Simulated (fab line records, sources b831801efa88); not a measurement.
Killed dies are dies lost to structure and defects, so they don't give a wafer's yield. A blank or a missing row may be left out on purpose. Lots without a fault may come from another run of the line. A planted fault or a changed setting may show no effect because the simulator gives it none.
Chamber matching | flow sfq_line | SFQ_TRILAYER_I6_CMP_CMP_166 on cmp-02: 4 sister chambers
The step polishes SiO2. 18 wafers are shown with their chamber, then 9 later ones without.

WAFERS WITH THEIR CHAMBER
wafer  | chamber | motor_current_A (A) | time_to_endpoint_s (s) | slurry_filter_dp_kPa (kPa)
L999.1 | 3       | 11.6                | 199                    | 13.41
L999.2 | 2       | 9.6                 | 223                    | 13.61
L999.6 | 0       | 10.1                | 209                    | 13.39
L100.2 | 2       | 9.8                 | 219                    | 13.38
L100.3 | 0       | 10.3                | 209                    | 13.39
L100.6 | 2       | 9.4                 | 212                    | 13.50
L103.3 | 3       | 11.3                | 199                    | 13.47
L103.5 | 0       | 9.4                 | 217                    | 13.33
L103.6 | 3       | 10.9                | 202                    | 13.49
L104.1 | 0       | 9.6                 | 206                    | 13.56
L104.3 | 2       | 9.7                 | 213                    | 13.58
L104.6 | 1       | 9.8                 | 207                    | 13.40
L106.3 | 1       | 9.3                 | 212                    | 13.51
L106.5 | 3       | 10.7                | 213                    | 13.53
L106.6 | 0       | 9.6                 | 227                    | 13.63
L107.3 | 0       | 9.6                 | 209                    | 13.47
L107.2 | 2       | 9.6                 | 211                    | 13.42
L107.4 | 3       | 11.6                | 205                    | 13.29

SIGNATURES (means of the wafers above)
reading              | chamber 0 | chamber 1 | chamber 2 | chamber 3 | scatter within a chamber
motor_current_A      | 9.767     | 9.550     | 9.620     | 11.220    | 0.327
time_to_endpoint_s   | 212.83    | 209.50    | 215.60    | 203.60    | 6.35
slurry_filter_dp_kPa | 13.4617   | 13.4550   | 13.4980   | 13.4380   | 0.102
Rule: a wafer's distance from a chamber is the root of the sum, over the readings, of the square of ((its reading less the chamber's mean) divided by the reading's scatter). The wafer belongs to the nearest chamber; if the next one is less than 2 further off, it can't be placed. The scatter: the root of (the sum of the squares of (reading less its chamber's mean) over the shown wafers, divided by (wafers less chambers)).

WAFERS WITHOUT THEIR CHAMBER
wafer  | motor_current_A (A) | time_to_endpoint_s (s) | slurry_filter_dp_kPa (kPa)
L111.2 | 9.9                 | 208                    | 13.70
L111.3 | 8.9                 | 205                    | 13.47
L111.6 | 9.1                 | 208                    | 13.30
L112.2 | 10.8                | 199                    | 13.39
L112.4 | 9.3                 | 210                    | 13.35
L112.6 | 9.9                 | 209                    | 13.58
L114.3 | 9.1                 | 206                    | 13.38
L114.4 | 9.3                 | 214                    | 13.53
L114.6 | 9.8                 | 212                    | 13.37

WHICH CHAMBER EACH WENT THROUGH
wafer  | from the rows above          | in truth
L111.2 | can't be placed: 2 or 0 or 1 | 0
L111.3 | can't be placed: 1 or 2 or 0 | 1
L111.6 | can't be placed: 1 or 0 or 2 | 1
L112.2 | 3                            | 3
L112.4 | can't be placed: 1 or 0 or 2 | 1
L112.6 | can't be placed: 0 or 2 or 1 | 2
L114.3 | can't be placed: 1 or 0 or 2 | 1
L114.4 | can't be placed: 2 or 1 or 0 | 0
L114.6 | can't be placed: 0 or 1 or 2 | 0
Placed correctly: 1 of 9. Can't be placed from these rows: 8 (the true chamber is among the candidates in 8). Placed wrongly: 0.
